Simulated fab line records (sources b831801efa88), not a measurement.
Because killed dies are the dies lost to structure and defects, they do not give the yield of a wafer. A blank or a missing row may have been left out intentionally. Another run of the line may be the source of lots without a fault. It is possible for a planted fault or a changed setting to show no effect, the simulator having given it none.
Struck lot and sound lot, side by side | flow sky130 | 22 out of 708 route steps
Sound: wafers L276.1, L276.2, L276.3. Wafers struck: L280.1, L280.5, L280.6. At the end, the cause is stated.
Per side, at each step with rows, come the tool, then ch with its chambers, and then its first start. Under that, the readings that differ: sound wafers | struck wafers | difference of the means | sigmas: that difference in standard deviations of wafers without a fault.
alike: readings with means less than 2 such deviations apart, plus words and numbers identical on both sides. not compared: withheld readings, readings lacking a value on some wafer, bounds such as >300 that could conceal the same value, and numbers that have no deviation in the record and whose values overlap.
Wherever a step has rows on one side only, a row that says differs or no value, or a row with sigmas, the two part there. Non-overlapping numbers with no deviation appear without sigmas and do not part them. A reading missing from all wafers of one side parts the sides only when that side holds two or more wafers.

first, 1 step without rows for these wafers: SKY_POLY_GATE_OXIDATION_20 (stabilise 600 s, purge 300 s, target thk 4 nm).
SKY_POLY_GATE_THK_MEAS_21:
  sound on film-metro-01 at day 21 02:20; struck on film-metro-01 at day 23 08:29
  alike: POLY_GATE_OXIDATION_THK
SKY_POLY_GATE_CD_MEAS_22:
  sound on cd-sem-02 at day 21 02:26; struck on cd-sem-01 at day 23 08:33
  alike: cd-nm
then, 7 steps without rows for these wafers: SKY_LDD_N_DEHYDRATE_00 (time 60 s); SKY_LDD_N_HMDS_01 (prime time 60 s); SKY_LDD_N_COAT_02 (resist thk 300 nm); SKY_LDD_N_SOFTBAKE_03 (time 60 s); SKY_LDD_N_EXPOSE_04 (exposes mask NTM, target cd 840 nm); SKY_LDD_N_PEB_05; SKY_LDD_N_DEVELOP_06 (develop time 60 s).
SKY_LDD_N_OVL_MEAS_07:
  sound on overlay-01 at day 22 08:40; struck on overlay-02 at day 24 14:29
  reading        | sound       | struck         | difference | sigmas
  LDD_N_OVL (nm) | 2.2 3.2 2.3 | -3.8 -3.8 -1.2 | -5.5       | -3
following that, these wafers have no rows for 1 step: SKY_LDD_N_IMPLANT_08.
SKY_LDD_N_IMPLANT_09:
  sound on implanter-02 ch 0, day 22 08:51; struck on implanter-02 ch 0, day 24 14:40
  reading            | sound                         | struck                           | difference  | sigmas
  dose-ions-cm2      | 7.505e+13 7.508e+13 7.506e+13 | 1.0502e+14 1.0494e+14 1.0507e+14 | +2.9947e+13 | +99 or more
  faraday-current-uA | 425 410 423                   | 581 564 567                      | +151        | +18
then, 6 steps without rows for these wafers: SKY_LDD_N_IMPLANT_10; SKY_LDD_N_IMPLANT_11; SKY_LDD_N_IMPLANT_12; SKY_LDD_N_IMPLANT_13; SKY_LDD_N_IMPLANT_14; SKY_LDD_N_IMPLANT_15.
SKY_LDD_N_STRIP_16: strips in O2/N2.
  sound on plasma-asher-02 ch 0,1, day 22 09:54; struck on plasma-asher-02 ch 0,1, day 24 15:43
  reading                      | sound             | struck            | difference | sigmas
  strip-time-to-endpoint-s (s) | 4.309 4.302 4.311 | 4.369 4.380 4.379 | +0.069     | +5
  alike: drypump-motor-current-A, oes-product-au
  not compared: rf-hours-counter-h
SKY_LDD_N_TW_MEAS_17:
  sound on film-metro-02 at day 22 10:00; struck on film-metro-03 at day 24 15:49
  reading  | sound          | struck         | difference | sigmas
  LDD_N_TW | 2545 2541 2554 | 2643 2630 2629 | +87        | +3
-- record jumps: 26 days separate the struck wafers' starts on either side; left off in module LDD_N, taken up again in module PAD_OPEN, whose first shown step is the route's number 708 --
SKY_PAD_OPEN_PROBE_99:
  sound on prober-01 at day 48 22:40; struck on prober-02 at day 50 09:25
  reading                     | sound             | struck          | difference | sigmas
  model.etest.tip-n.rs-ohm-sq | 436.7 437.8 436.1 | 417.5 418.6 416 | -19.5      |
  alike: killed_at_M0_to_M3, killed_at_M4_up, killed-at-contacts, killed-at-front-end, killed-at-other, killed-dies, killed-open, killed-short

## WHERE THEY PART
First at SKY_LDD_N_OVL_MEAS_07; last, within this record, at SKY_LDD_N_TW_MEAS_17. Later steps at which nothing parts them and some readings are alike: SKY_PAD_OPEN_PROBE_99.

WHY: what had been put in by the simulator
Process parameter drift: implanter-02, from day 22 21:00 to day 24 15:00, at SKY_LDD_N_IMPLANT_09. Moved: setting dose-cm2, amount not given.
